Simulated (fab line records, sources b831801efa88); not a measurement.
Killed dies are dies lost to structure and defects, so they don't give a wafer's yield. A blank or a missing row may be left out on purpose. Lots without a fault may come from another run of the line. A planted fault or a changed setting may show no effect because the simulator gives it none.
fab line records | flow gf180mcu
record lots=5 wafers=15 last_day=32
route steps=602 shown V4@485 MIM@503
lots that met no fault: from a run of the same line without faults
start_h: hours from the record's first day to the start of the lot's first wafer shown | wait_h: hours since the lot's step before | " the same as in the row above | L1.1+2: a row that stands for several wafers | - no value, or no start given | * or withheld: withheld | < > ~ a bound
route shown NAME@n: a module of which the file shows steps, and the number in the route of the first | usual: mean/standard deviation of fault-free wafers | same: alike in all rows | chamber/n: place in a boat | sites: the reading at each site | _std_site: their standard deviation | _edge_site: outer sites' mean less inner sites' | radius_mm: how far each site lies from the wafer's centre | mask NAME#n: copy n | behind: the tool/chamber that last shaped the wafer | hold: why the lot was held/for how many hours/how that ended | device: the transistor (n, p or np) that didn't switch | end of line: the same wafers' tests at the end of the route | a step without rows: its recipe alone | killed: dies lost to structure and defects at the first sort, not the wafer's yield | map: a wafer's dies, x killed, . not, _ none there
set.NAME: the setting as run; set.NAME@STEP: as run at that earlier step | model.NAME: the simulator's own value behind a step, which no gauge read
lots at some steps of the route; a table a step, a row a wafer
services: from which hour (start_h, from the record's first day; less than 0 if before it) a tool's chamber was out of use, for how many hours, and why
## steps
# step GF_V4_COAT_09
# recipe resist=KrF spin_rpm=withheld resist_thk_nm=1000
# columns lot.wafer tool chamber start_h wait_h
L074.2+4+5 litho_track-01 0 - -
L076.2+5+6 litho_track-03 0 - -
L077.1+2+5 litho_track-01 0 - -
L081.1+5+6 litho_track-03 0 - -
L087.1+3+5 litho_track-02 0 - -
# step GF_V4_SOFTBAKE_10
# recipe temp_c=130 time_s=60 resist=KrF
# columns lot.wafer tool chamber start_h wait_h
L074.2+4+5 litho_track-01 0 - -
L076.2+5+6 litho_track-03 0 - -
L077.1+2+5 litho_track-01 0 - -
L081.1+5+6 litho_track-03 0 - -
L087.1+3+5 litho_track-02 0 - -
# step GF_V4_EXPOSE_11
# recipe mask_id=Via4 target_cd_nm=260 na=0.68 source_shape=conventional sigma_outer=0.6 dose_mj=38
# columns lot.wafer tool chamber start_h wait_h mask
L074.2+4+5 krf_scanner-02 0 - - Via4#0
L076.2+5+6 krf_scanner-02 0 - - Via4#0
L077.1+2+5 krf_scanner-02 0 - - Via4#0
L081.1+5+6 krf_scanner-02 0 - - Via4#0
L087.1+3+5 krf_scanner-01 0 - - Via4#0
# step GF_V4_PEB_12
# recipe peb_temp_c=135 peb_time_s=90 resist=KrF
# columns lot.wafer tool chamber start_h wait_h
L074.2+4+5 litho_track-03 0 - -
L076.2+5+6 litho_track-03 0 - -
L077.1+2+5 litho_track-03 0 - -
L081.1+5+6 litho_track-03 0 - -
L087.1+3+5 litho_track-02 0 - -
# step GF_V4_DEVELOP_13
# recipe develop_time_s=60 resist=KrF dev_temp_c=21
# columns lot.wafer tool chamber start_h wait_h
L074.2+4+5 litho_track-03 0 558.59 0.2
L076.2+5+6 litho_track-03 0 573.54 0.2
L077.1+2+5 litho_track-03 0 577.17 0.2
L081.1+5+6 litho_track-03 0 611.82 0.2
L087.1+3+5 litho_track-02 0 662.10 0.2
# step GF_V4_CD_MEAS_14
# recipe target_cd_nm=260
# usual cd_nm=260.0/1.2
# columns lot.wafer tool chamber start_h wait_h cd_nm
L074.2 cd_sem-02 - 558.74 0.1 258.3
L074.4 " - " " 258.3
L074.5 " - " " 259.9
L076.2 cd_sem-02 - 573.69 0.1 260.4
L076.5 " - " " 260.3
L076.6 " - " " 260.6
L077.1 cd_sem-02 - 577.32 0.1 257.5
L077.2 " - " " 259.5
L077.5 " - " " 258.0
L081.1 cd_sem-02 - 611.97 0.1 260.3
L081.5 " - " " 259.9
L081.6 " - " " 260.0
L087.1 cd_sem-01 - 662.25 0.1 259.8
L087.3 " - " " 260.1
L087.5 " - " " 259.5
# step GF_V4_OVL_MEAS_15
# usual V4_OVL=2/4.7
# columns lot.wafer tool chamber start_h wait_h V4_OVL[nm]
L074.2 overlay-01 - 558.84 0.1 1
L074.4 " - " " 5
L074.5 " - " " 9
L076.2 overlay-01 - 573.79 0.1 6
L076.5 " - " " 0
L076.6 " - " " 1
L077.1 overlay-01 - 577.44 0.1 4
L077.2 " - " " 4
L077.5 " - " " 0
L081.1 overlay-01 - 612.09 0.1 13
L081.5 " - " " 12
L081.6 " - " " 9
L087.1 overlay-01 - 662.37 0.1 1
L087.3 " - " " 4
L087.5 " - " " 3
# step GF_V4_ETCH_16
# recipe chemistry=N2/H2 target_depth_a=withheld overetch_a=withheld time_s=withheld target=BARC ion_energy_ev=200 source_w=500 bias_w=100 pressure_mtorr=30 n2_flow_sccm=100 h2_flow_sccm=200
# usual drypump_motor_current_A=5.6/0.43 oes_product_au=0.854/0.0044 throttle_valve_pct=13.225/0.0087
# columns lot.wafer tool chamber start_h wait_h drypump_motor_current_A oes_product_au throttle_valve_pct
L074.2 rie_diel-04 2 558.87 0.0 5.8 0.854 13.233
L074.4 " 1 " " 5.0 0.849 13.224
L074.5 " 2 " " 5.8 0.859 13.238
L076.2 rie_diel-01 3 573.82 0.0 5.5 0.859 13.225
L076.5 " 2 " " 6.0 0.858 13.229
L076.6 " 3 " " 5.5 0.850 13.215
L077.1 rie_diel-01 2 577.47 0.0 6.0 0.863 13.236
L077.2 " 0 " " 5.6 0.859 13.218
L077.5 " 1 " " 5.7 0.859 13.231
L081.1 rie_diel-03 3 612.12 0.0 5.5 0.852 13.225
L081.5 " 1 " " 5.1 0.857 13.216
L081.6 " 3 " " 5.4 0.849 13.229
L087.1 rie_diel-04 0 662.40 0.0 6.2 0.849 13.222
L087.3 " 1 " " 5.0 0.853 13.226
L087.5 " 1 " " 5.0 0.850 13.228
# step GF_V4_ETCH_17
# recipe chemistry=C4F8/O2/Ar mask_material=KrF target=SiO2 stop_on=TiN source_w=1500 bias_w=1200 pressure_mtorr=40 c4f8_flow_sccm=withheld O2_flow_sccm=6 Ar_flow_sccm=300 time_s=withheld target_depth_a=6300
# usual oes_product_au=0.856/0.0047
# columns lot.wafer tool chamber start_h wait_h oes_product_au
L074.2 rie_diel-04 2 - - 0.855
L074.4 " 1 " " 0.868
L074.5 " 2 " " 0.858
L076.2 rie_diel-01 3 - - 0.851
L076.5 " 2 " " 0.860
L076.6 " 3 " " 0.850
L077.1 rie_diel-01 2 - - 0.856
L077.2 " 0 " " 0.858
L077.5 " 1 " " 0.856
L081.1 rie_diel-03 3 - - 0.854
L081.5 " 1 " " 0.860
L081.6 " 3 " " 0.860
L087.1 rie_diel-04 0 - - 0.862
L087.3 " 1 " " 0.851
L087.5 " 1 " " 0.855
# step GF_V4_STRIP_18
# recipe chemistry=O2/N2 power_w=1400 pressure_mtorr=1500 platen_temp_c=250 o2_flow_sccm=3000 n2_flow_sccm=300 overash_fraction=0.5
# usual drypump_motor_current_A=5.73/0.3 heater_power_w=324/25 oes_product_au=0.592/0.0047
# columns lot.wafer tool chamber start_h wait_h drypump_motor_current_A heater_power_w oes_product_au rf_hours_counter_h
L074.2 plasma_asher-04 0 559.00 - 5.77 312 0.588 83
L074.4 " 0 " " 5.78 310 0.589 -
L074.5 " 1 " " 5.72 353 0.600 -
L076.2 plasma_asher-01 1 573.95 - 5.66 365 0.587 15
L076.5 " 1 " " 5.63 367 0.596 -
L076.6 " 0 " " 5.88 332 0.594 -
L077.1 plasma_asher-02 1 577.60 - 5.21 287 0.595 50
L077.2 " 0 " " 6.16 325 0.597 50
L077.5 " 0 " " 6.15 325 0.596 -
L081.1 plasma_asher-02 0 612.25 - 6.16 318 0.594 53
L081.5 " 0 " " 6.16 325 0.586 -
L081.6 " 1 " " 5.22 288 0.601 -
L087.1 plasma_asher-02 0 662.53 - 6.15 317 0.597 59
L087.3 " 1 " " 5.17 287 0.586 -
L087.5 " 1 " " 5.21 284 0.596 -
# step GF_V4_STRIP_19
# recipe chemistry=post_etch_residue_remover time_s=1200 temp_c=72.5
# usual bath_guard_temp_C=72.7/0.46
# columns lot.wafer tool chamber start_h wait_h bath_guard_temp_C
L074.2 wet_bench-04 1 559.10 0.1 72.9
L074.4 " 1 " " 73.1
L074.5 " 1 " " 73.0
L076.2 wet_bench-04 3 574.05 0.1 72.6
L076.5 " 3 " " 72.6
L076.6 " 3 " " 72.6
L077.1 wet_bench-01 3 577.70 0.1 72.3
L077.2 " 3 " " 72.7
L077.5 " 3 " " 72.8
L081.1 wet_bench-01 3 612.35 0.1 72.4
L081.5 " 3 " " 72.3
L081.6 " 3 " " 72.9
L087.1 wet_bench-02 3 662.63 0.1 71.9
L087.3 " 3 " " 72.2
L087.5 " 3 " " 72.1
# step GF_V4_CLEAN_20
# recipe chemistry=DIW dry=n2_spin
# columns lot.wafer tool chamber start_h wait_h
L074.2+4+5 wet_bench-01 2 559.44 0.0
L076.2+5+6 wet_bench-04 3 574.39 0.0
L077.1+2+5 wet_bench-02 3 578.07 0.0
L081.1+5+6 wet_bench-02 0 612.69 0.0
L087.1+3+5 wet_bench-04 1 662.97 0.0
# step GF_V4_SPUTTER_21
# recipe material=Ti target_thk_nm=15 chamber_pressure_pa=5 power_w=2500 substrate_temp_c=200 time_s=80.02
# usual cathode_dc_power_W=2500.0/0.47 throttle_valve_pct=30.4/0.79
# columns lot.wafer tool chamber start_h wait_h cathode_dc_power_W throttle_valve_pct
L074.2 pvd_sputter-04 - 559.54 0.0 2500.2 31.1
L074.4 " - " " 2500.7 30.6
L074.5 " - " " 2500.9 29.8
L076.2 pvd_sputter-01 - 574.49 0.0 2499.2 30.2
L076.5 " - " " 2500.2 30.5
L076.6 " - " " 2499.5 29.8
L077.1 pvd_sputter-04 - 578.17 0.0 2501.3 30.5
L077.2 " - " " 2499.8 31.3
L077.5 " - " " 2500.2 30.2
L081.1 pvd_sputter-03 - 612.79 0.0 2499.8 29.6
L081.5 " - " " 2500.0 30.7
L081.6 " - " " 2499.7 31.3
L087.1 pvd_sputter-04 - 663.07 0.0 2500.1 29.7
L087.3 " - " " 2499.8 30.4
L087.5 " - " " 2500.8 29.9
# step GF_V4_SPUTTER_22
# recipe material=TiN target_thk_nm=10 chamber_pressure_pa=5 power_w=4000 time_s=40
# usual cathode_dc_power_W=3999.9/0.66 throttle_valve_pct=30.4/0.81
# columns lot.wafer tool chamber start_h wait_h cathode_dc_power_W throttle_valve_pct
L074.2 pvd_sputter-04 - 559.60 0.0 4000.7 31.5
L074.4 " - " " 3999.6 30.5
L074.5 " - " " 4000.4 29.7
L076.2 pvd_sputter-01 - 574.55 0.0 3999.9 30.4
L076.5 " - " " 4000.8 30.4
L076.6 " - " " 3998.8 29.7
L077.1 pvd_sputter-04 - 578.23 0.0 4000.3 30.6
L077.2 " - " " 3999.9 31.3
L077.5 " - " " 3999.9 30.5
L081.1 pvd_sputter-03 - 612.85 0.0 3999.5 29.8
L081.5 " - " " 3999.8 30.4
L081.6 " - " " 3999.2 31.5
L087.1 pvd_sputter-04 - 663.14 0.0 3999.2 29.7
L087.3 " - " " 3999.5 30.6
L087.5 " - " " 4000.3 29.8
# step GF_V4_CVD_23
# recipe material=W target_thk_nm=350 time_s=104.9 temp_c=400 pressure_torr=40
# usual chamber_pressure_Torr=39.99/0.099 heater_power_w=915/69
# columns lot.wafer tool chamber start_h wait_h chamber_pressure_Torr heater_power_w
L074.2 cvd_w-02 0 559.64 0.0 39.98 843
L074.4 " 0 " " 40.04 819
L074.5 " 0 " " 40.07 824
L076.2 cvd_w-02 1 574.59 0.0 39.95 1007
L076.5 " 0 " " 39.86 837
L076.6 " 1 " " 39.95 998
L077.1 cvd_w-01 1 578.27 0.0 39.89 979
L077.2 " 0 " " 40.12 884
L077.5 " 1 " " 39.96 975
L081.1 cvd_w-02 0 612.89 0.0 39.90 848
L081.5 " 1 " " 39.91 994
L081.6 " 0 " " 39.92 832
L087.1 cvd_w-01 0 663.17 0.0 39.92 858
L087.3 " 1 " " 40.03 980
L087.5 " 1 " " 40.13 967
# step GF_V4_RS_MEAS_24
# recipe thk_meas_gauge=four-point-probe reads=W_of_V4_CVD_23+TiN_of_V4_SPUTTER_22+Ti_of_V4_SPUTTER_21
# usual V4_W_RS=0.327/0.0036
# columns lot.wafer tool chamber start_h wait_h V4_W_RS[ohm/sq]
L074.2 film_metro-02 - 559.77 0.1 0.327
L074.4 " - " " 0.325
L074.5 " - " " 0.324
L076.2 film_metro-01 - 574.72 0.1 0.322
L076.5 " - " " 0.322
L076.6 " - " " 0.325
L077.1 film_metro-02 - 578.38 0.1 0.328
L077.2 " - " " 0.333
L077.5 " - " " 0.335
L081.1 film_metro-01 - 613.00 0.1 0.328
L081.5 " - " " 0.322
L081.6 " - " " 0.327
L087.1 film_metro-04 - 663.29 0.1 0.332
L087.3 " - " " 0.327
L087.5 " - " " 0.327
# step GF_V4_THK_MEAS_25
# recipe thk_meas_gauge=xrf reads=W_of_V4_CVD_23
# usual V4_W_THK=343/6.1
# columns lot.wafer tool chamber start_h wait_h V4_W_THK[nm]
L074.2 film_metro-02 - 559.88 0.1 337
L074.4 " - " " 337
L074.5 " - " " 337
L076.2 film_metro-01 - 574.83 0.1 355
L076.5 " - " " 354
L076.6 " - " " 349
L077.1 film_metro-02 - 578.50 0.1 336
L077.2 " - " " 333
L077.5 " - " " 329
L081.1 film_metro-01 - 613.12 0.1 348
L081.5 " - " " 354
L081.6 " - " " 349
L087.1 film_metro-04 - 663.41 0.1 338
L087.3 " - " " 341
L087.5 " - " " 343
# step GF_V4_CMP_26
# recipe stop_on=SiO2 down_force_psi=3.5 platen_rpm=60 t_overpolish_s=15 target_thk_nm=0 pad_velocity_m_s=0.94248
# usual edge_zone_pressure_frac=1.000/0.0049 motor_current_A=11.5/1.1 overpolish_run_s=15.000/0.009 time_to_endpoint_s=84/4.5
# columns lot.wafer tool chamber start_h wait_h edge_zone_pressure_frac motor_current_A overpolish_run_s time_to_endpoint_s
L074.4 cmp-02 0 559.98 0.1 0.995 11.5 15.005 82
L074.2 " 2 " " 1.001 12.2 14.993 86
L074.5 " 0 " " 0.997 11.3 15.002 83
L076.2 cmp-01 1 575.15 0.3 1.003 9.1 15.001 89
L076.6 " 0 " " 0.995 11.5 15.014 79
L076.5 " 1 " " 0.997 9.0 14.992 87
L077.1 cmp-01 3 578.56 0.1 1.008 12.2 15.003 80
L077.2 " 2 " " 1.010 10.6 15.011 73
L077.5 " 0 " " 1.000 11.6 14.987 80
L081.1 cmp-02 3 613.28 0.1 0.989 11.9 15.005 86
L081.6 " 1 " " 0.995 11.5 14.991 87
L081.5 " 2 " " 1.004 12.2 14.997 85
L087.1 cmp-02 3 663.52 0.1 1.004 11.8 15.003 80
L087.3 " 1 " " 0.996 10.8 14.998 89
L087.5 " 3 " " 1.003 12.1 15.007 82
# step GF_MIM_SPUTTER_00
# recipe material=Ti target_thk_nm=37.5 arriving_ion_energy_ev=80 substrate_temp_c=200 chamber_pressure_pa=2 power_w=4000 time_s=150
# usual cathode_dc_power_W=3999.9/0.77 throttle_valve_pct=30.3/0.95
# columns lot.wafer tool chamber start_h wait_h cathode_dc_power_W throttle_valve_pct
L074.2 pvd_sputter-03 - 560.23 0.1 4000.5 30.6
L074.4 " - " " 3998.7 28.4
L074.5 " - " " 3999.7 29.7
L076.2 pvd_sputter-03 - 575.40 0.2 4000.3 28.3
L076.5 " - " " 3999.8 31.2
L076.6 " - " " 3999.7 30.5
L077.1 pvd_sputter-02 - 578.88 0.3 4000.0 30.2
L077.2 " - " " 3999.2 31.4
L077.5 " - " " 3998.5 29.2
L081.1 pvd_sputter-04 - 613.48 0.1 3999.5 31.0
L081.5 " - " " 4001.0 31.3
L081.6 " - " " 4000.1 30.6
L087.1 pvd_sputter-02 - 663.77 0.2 4000.6 30.6
L087.3 " - " " 3999.3 31.4
L087.5 " - " " 3998.6 30.3
# step GF_MIM_SPUTTER_01
# recipe material=TiN target_thk_nm=30 power_w=6500 time_s=25 chamber_pressure_pa=0.4
# usual cathode_dc_power_W=6499.9/1.1 throttle_valve_pct=30.3/0.94
# columns lot.wafer tool chamber start_h wait_h cathode_dc_power_W throttle_valve_pct
L074.2 pvd_sputter-03 - 560.33 0.1 6499.8 30.4
L074.4 " - " " 6498.5 28.3
L074.5 " - " " 6500.2 29.5
L076.2 pvd_sputter-03 - 575.50 0.1 6499.6 28.4
L076.5 " - " " 6501.6 31.3
L076.6 " - " " 6500.8 30.7
L077.1 pvd_sputter-02 - 578.98 0.1 6498.6 30.5
L077.2 " - " " 6499.3 31.4
L077.5 " - " " 6499.6 29.1
L081.1 pvd_sputter-04 - 613.58 0.1 6498.9 31.1
L081.5 " - " " 6499.4 31.3
L081.6 " - " " 6500.9 30.5
L087.1 pvd_sputter-02 - 663.87 0.1 6498.8 30.2
L087.3 " - " " 6500.9 31.5
L087.5 " - " " 6501.2 30.1
# step GF_MIM_SPUTTER_02
# recipe material=AlCu target_thk_nm=450 power_w=10600 time_s=23.9 chamber_pressure_pa=0.4
# usual cathode_dc_power_W=10600/1.8 throttle_valve_pct=30.3/0.93
# columns lot.wafer tool chamber start_h wait_h cathode_dc_power_W throttle_valve_pct
L074.2 pvd_sputter-03 - 560.36 0.0 10602 30.4
L074.4 " - " " 10601 28.2
L074.5 " - " " 10602 29.5
L076.2 pvd_sputter-03 - 575.54 0.0 10601 28.1
L076.5 " - " " 10600 31.4
L076.6 " - " " 10599 30.4
L077.1 pvd_sputter-02 - 579.01 0.0 10600 30.3
L077.2 " - " " 10603 31.4
L077.5 " - " " 10599 29.1
L081.1 pvd_sputter-04 - 613.61 0.0 10598 30.9
L081.5 " - " " 10600 31.2
L081.6 " - " " 10601 30.3
L087.1 pvd_sputter-02 - 663.90 0.0 10600 30.2
L087.3 " - " " 10600 31.6
L087.5 " - " " 10601 30.3
# step GF_MIM_SPUTTER_03
# recipe material=Ti target_thk_nm=10 substrate_temp_c=300 chamber_pressure_pa=0.3 power_w=3000 time_s=6.7
# usual cathode_dc_power_W=3000.0/0.52 throttle_valve_pct=30.3/0.95
# columns lot.wafer tool chamber start_h wait_h cathode_dc_power_W throttle_valve_pct
L074.2 pvd_sputter-03 - 560.39 0.0 2999.0 30.8
L074.4 " - " " 3000.4 28.3
L074.5 " - " " 3000.9 29.6
L076.2 pvd_sputter-03 - 575.57 0.0 2999.6 28.1
L076.5 " - " " 3000.4 31.4
L076.6 " - " " 3000.2 30.6
L077.1 pvd_sputter-02 - 579.04 0.0 2999.9 30.4
L077.2 " - " " 3000.7 31.4
L077.5 " - " " 3000.9 29.1
L081.1 pvd_sputter-04 - 613.64 0.0 3000.5 31.0
L081.5 " - " " 3000.4 31.0
L081.6 " - " " 2999.0 30.5
L087.1 pvd_sputter-02 - 663.93 0.0 3000.8 30.1
L087.3 " - " " 3000.4 31.7
L087.5 " - " " 3000.0 30.2
# step GF_MIM_SPUTTER_04
# recipe material=TiN target_thk_nm=50 power_w=6500 time_s=41.7 chamber_pressure_pa=0.4
# usual cathode_dc_power_W=6500.0/1.1 throttle_valve_pct=30.3/0.94
# columns lot.wafer tool chamber start_h wait_h cathode_dc_power_W throttle_valve_pct
L074.2 pvd_sputter-03 - 560.41 0.0 6499.9 30.6
L074.4 " - " " 6500.5 28.5
L074.5 " - " " 6499.6 29.6
L076.2 pvd_sputter-03 - 575.59 0.0 6499.4 28.3
L076.5 " - " " 6498.5 31.3
L076.6 " - " " 6498.0 30.5
L077.1 pvd_sputter-02 - 579.06 0.0 6501.4 30.5
L077.2 " - " " 6500.9 31.3
L077.5 " - " " 6496.9 29.0
L081.1 pvd_sputter-04 - 613.66 0.0 6502.4 30.7
L081.5 " - " " 6498.9 31.4
L081.6 " - " " 6500.8 30.7
L087.1 pvd_sputter-02 - 663.95 0.0 6500.3 30.5
L087.3 " - " " 6500.1 31.5
L087.5 " - " " 6500.0 30.3
# step GF_MIM_CVD_05
# recipe material=Si3N4 target_thk_nm=42 temp_max_c=400 temp_c=385 time_s=29.086 rf_w=450
# usual heater_power_w=634/95
# columns lot.wafer tool chamber start_h wait_h heater_power_w
L074.2 pecvd-01 2 560.45 0.0 657
L074.4 " 0 " " 613
L074.5 " 2 " " 647
L076.2 pecvd-03 0 575.63 0.0 592
L076.5 " 2 " " 815
L076.6 " 0 " " 607
L077.1 pecvd-03 2 579.10 0.0 771
L077.2 " 0 " " 554
L077.5 " 2 " " 775
L081.1 pecvd-04 1 613.70 0.0 620
L081.5 " 1 " " 609
L081.6 " 2 " " 669
L087.1 pecvd-01 0 663.99 0.0 499
L087.3 " 2 " " 675
L087.5 " 0 " " 519
# step GF_MIM_THK_MEAS_06
# recipe reads=Si3N4_of_MIM_CVD_05
# usual MIM_CVD_05_THK=42.0/0.65
# columns lot.wafer tool chamber start_h wait_h MIM_CVD_05_THK[nm]
L074.2 film_metro-04 - 560.49 0.0 41.3
L074.4 " - " " 42.7
L074.5 " - " " 41.4
L076.2 film_metro-01 - 575.67 0.0 41.8
L076.5 " - " " 42.7
L076.6 " - " " 42.9
L077.1 film_metro-04 - 579.14 0.0 42.4
L077.2 " - " " 42.2
L077.5 " - " " 43.1
L081.1 film_metro-01 - 613.73 0.0 41.6
L081.5 " - " " 42.1
L081.6 " - " " 42.4
L087.1 film_metro-01 - 664.02 0.0 42.0
L087.3 " - " " 41.2
L087.5 " - " " 42.1
# step GF_MIM_SPUTTER_07
# recipe material=TiN target_thk_nm=60 power_w=6500 time_s=50 chamber_pressure_pa=0.4
# usual cathode_dc_power_W=6500.1/1.3 throttle_valve_pct=30.3/0.95
# columns lot.wafer tool chamber start_h wait_h cathode_dc_power_W throttle_valve_pct
L074.2 pvd_sputter-04 - 560.54 0.0 6500.8 29.8
L074.4 " - " " 6500.4 30.4
L074.5 " - " " 6499.2 31.3
L076.2 pvd_sputter-02 - 575.72 0.0 6499.5 31.6
L076.5 " - " " 6500.2 30.3
L076.6 " - " " 6499.8 31.5
L077.1 pvd_sputter-03 - 579.20 0.1 6500.1 30.4
L077.2 " - " " 6499.1 29.6
L077.5 " - " " 6498.7 31.3
L081.1 pvd_sputter-03 - 613.79 0.1 6500.0 28.1
L081.5 " - " " 6501.7 29.6
L081.6 " - " " 6502.2 31.2
L087.1 pvd_sputter-04 - 664.08 0.1 6500.6 29.7
L087.3 " - " " 6498.4 31.4
L087.5 " - " " 6502.4 29.7
# step GF_MIM_SPUTTER_08
# recipe material=AlCu target_thk_nm=200 power_w=10600 time_s=10.6 chamber_pressure_pa=0.4
# usual cathode_dc_power_W=10600/1.9 throttle_valve_pct=30.3/0.97
# columns lot.wafer tool chamber start_h wait_h cathode_dc_power_W throttle_valve_pct
L074.2 pvd_sputter-04 - 560.59 0.0 10601 29.7
L074.4 " - " " 10605 30.7
L074.5 " - " " 10602 31.4
L076.2 pvd_sputter-02 - 575.76 0.0 10601 31.3
L076.5 " - " " 10599 30.1
L076.6 " - " " 10604 31.3
L077.1 pvd_sputter-03 - 579.24 0.0 10601 30.5
L077.2 " - " " 10595 29.6
L077.5 " - " " 10603 31.3
L081.1 pvd_sputter-03 - 613.84 0.0 10602 28.3
L081.5 " - " " 10599 29.7
L081.6 " - " " 10599 31.4
L087.1 pvd_sputter-04 - 664.13 0.0 10599 30.0
L087.3 " - " " 10602 31.3
L087.5 " - " " 10602 29.5
# step GF_MIM_SPUTTER_09
# recipe material=TiN target_thk_nm=35 power_w=6500 time_s=29.2 chamber_pressure_pa=0.4
# usual cathode_dc_power_W=6500.0/1.2 throttle_valve_pct=30.3/0.95
# columns lot.wafer tool chamber start_h wait_h cathode_dc_power_W throttle_valve_pct
L074.2 pvd_sputter-04 - 560.61 0.0 6502.1 29.7
L074.4 " - " " 6500.1 30.4
L074.5 " - " " 6499.8 31.0
L076.2 pvd_sputter-02 - 575.79 0.0 6498.7 31.4
L076.5 " - " " 6502.3 30.4
L076.6 " - " " 6499.3 31.4
L077.1 pvd_sputter-03 - 579.26 0.0 6498.5 30.4
L077.2 " - " " 6500.4 29.4
L077.5 " - " " 6498.9 31.3
L081.1 pvd_sputter-03 - 613.86 0.0 6500.1 28.1
L081.5 " - " " 6499.2 29.3
L081.6 " - " " 6498.4 31.3
L087.1 pvd_sputter-04 - 664.15 0.0 6500.4 29.8
L087.3 " - " " 6500.7 31.3
L087.5 " - " " 6498.6 29.9
# step GF_MIM_RS_MEAS_10
# recipe thk_meas_gauge=four-point-probe reads=TiN_of_MIM_SPUTTER_09+AlCu_of_MIM_SPUTTER_08+TiN_of_MIM_SPUTTER_07
# usual MIM_ALCU_RS=0.1597/0.0018
# columns lot.wafer tool chamber start_h wait_h MIM_ALCU_RS[ohm/sq]
L074.2 film_metro-03 - 560.66 0.0 0.1606
L074.4 " - " " 0.1604
L074.5 " - " " 0.1606
L076.2 film_metro-03 - 575.84 0.0 0.1587
L076.5 " - " " 0.1589
L076.6 " - " " 0.1600
L077.1 film_metro-03 - 579.30 0.0 0.1606
L077.2 " - " " 0.1596
L077.5 " - " " 0.1610
L081.1 film_metro-04 - 613.89 0.0 0.1584
L081.5 " - " " 0.1592
L081.6 " - " " 0.1596
L087.1 film_metro-01 - 664.18 0.0 0.1604
L087.3 " - " " 0.1645
L087.5 " - " " 0.1611
# step GF_MIM_THK_MEAS_11
# recipe thk_meas_gauge=xrf reads=AlCu_of_MIM_SPUTTER_08
# usual MIM_ALCU_THK=202.3/2.8
# columns lot.wafer tool chamber start_h wait_h MIM_ALCU_THK[nm]
L074.2 film_metro-03 - 560.77 0.1 203.2
L074.4 " - " " 203.3
L074.5 " - " " 203.8
L076.2 film_metro-03 - 575.95 0.1 204.4
L076.5 " - " " 204.6
L076.6 " - " " 202.6
L077.1 film_metro-03 - 579.42 0.1 202.0
L077.2 " - " " 203.5
L077.5 " - " " 201.4
L081.1 film_metro-04 - 614.01 0.1 201.8
L081.5 " - " " 201.1
L081.6 " - " " 199.7
L087.1 film_metro-01 - 664.30 0.1 200.9
L087.3 " - " " 196.9
L087.5 " - " " 200.6
# step GF_MIM_DEHYDRATE_12
# recipe temp_c=200 time_s=60
# columns lot.wafer tool chamber start_h wait_h
L074.2+4+5 litho_track-04 0 571.23 10.5
L076.2+5+6 litho_track-03 0 585.69 9.7
L077.1+2+5 litho_track-04 0 589.81 10.4
L081.1+5+6 litho_track-01 0 623.23 9.2
L087.1+3+5 litho_track-04 0 673.06 8.7
# step GF_MIM_HMDS_13
# recipe prime_time_s=60 prime_temp_c=120
# columns lot.wafer tool chamber start_h wait_h
L074.2+4+5 litho_track-04 0 571.38 0.1
L076.2+5+6 litho_track-03 0 585.84 0.1
L077.1+2+5 litho_track-04 0 589.96 0.1
L081.1+5+6 litho_track-01 0 623.38 0.1
L087.1+3+5 litho_track-04 0 673.21 0.1
# step GF_MIM_COAT_14
# recipe resist=NOVOLAK spin_rpm=3000 resist_thk_nm=1000
# columns lot.wafer tool chamber start_h wait_h
L074.2+4+5 litho_track-04 0 571.53 0.1
L076.2+5+6 litho_track-03 0 585.99 0.1
L077.1+2+5 litho_track-04 0 590.11 0.1
L081.1+5+6 litho_track-01 0 623.53 0.1
L087.1+3+5 litho_track-04 0 673.36 0.1
# step GF_MIM_SOFTBAKE_15
# recipe temp_c=90 time_s=60 resist=NOVOLAK
# columns lot.wafer tool chamber start_h wait_h
L074.2+4+5 litho_track-04 0 571.68 0.1
L076.2+5+6 litho_track-03 0 586.14 0.1
L077.1+2+5 litho_track-04 0 590.26 0.1
L081.1+5+6 litho_track-01 0 623.68 0.1
L087.1+3+5 litho_track-04 0 673.51 0.1
# step GF_MIM_EXPOSE_16
# recipe mask_id=FuseTop target_cd_nm=2000 na=0.6 source_shape=conventional sigma_outer=0.6 dose_mj=140
# columns lot.wafer tool chamber start_h wait_h mask
L074.2+4+5 iline_stepper-01 0 - - FuseTop#0
L076.2+5+6 iline_stepper-02 0 - - FuseTop#0
L077.1+2+5 iline_stepper-02 0 - - FuseTop#0
L081.1+5+6 iline_stepper-01 0 - - FuseTop#0
L087.1+3+5 iline_stepper-01 0 - - FuseTop#0
# step GF_MIM_PEB_17
# recipe temp_c=withheld time_s=* resist=NOVOLAK
# columns lot.wafer tool chamber start_h wait_h
L074.2+4+5 litho_track-03 0 - -
L076.2+5+6 litho_track-04 0 - -
L077.1+2+5 litho_track-03 0 - -
L081.1+5+6 litho_track-04 0 - -
L087.1+3+5 litho_track-01 0 - -
# step GF_MIM_DEVELOP_18
# recipe develop_time_s=60 dev_temp_c=23
# columns lot.wafer tool chamber start_h wait_h
L074.2+4+5 litho_track-03 0 581.79 0.1
L076.2+5+6 litho_track-04 0 596.38 0.1
L077.1+2+5 litho_track-03 0 599.72 0.1
L081.1+5+6 litho_track-04 0 634.21 0.1
L087.1+3+5 litho_track-01 0 682.38 0.1
## services
# columns tool chamber start_h hours kind
krf_scanner-02 - 527.31 1.3 pm
rie_diel-04 2 534.24 12.8 repair
plasma_asher-02 - 538.74 2.8 pm
rie_diel-04 3 549.12 12.2 repair
krf_scanner-02 - 554.28 1.0 pm
krf_scanner-02 - 555.47 0.6 repair
iline_stepper-01 - 566.03 1.7 pm
pvd_sputter-02 - 566.47 5.2 repair
rie_diel-04 2 568.54 10.3 repair
rie_diel-04 0 572.67 7.4 repair
cmp-02 - 572.96 4.0 pm
cmp-02 - 606.46 4.9 pm
krf_scanner-02 - 606.49 0.8 pm
pvd_sputter-04 - 617.04 4.0 repair
wet_bench-04 - 622.58 2.1 repair
pvd_sputter-03 - 622.75 1.1 repair
cmp-02 - 633.80 1.2 repair
rie_diel-01 0 633.83 8.7 repair
krf_scanner-02 - 635.54 0.5 repair
krf_scanner-02 - 639.41 0.2 repair
krf_scanner-02 - 646.47 6.7 repair
krf_scanner-02 - 657.63 4.0 pm
rie_diel-01 2 660.66 2.2 repair
rie_diel-04 - 678.12 0.1 repair
## key
fault none
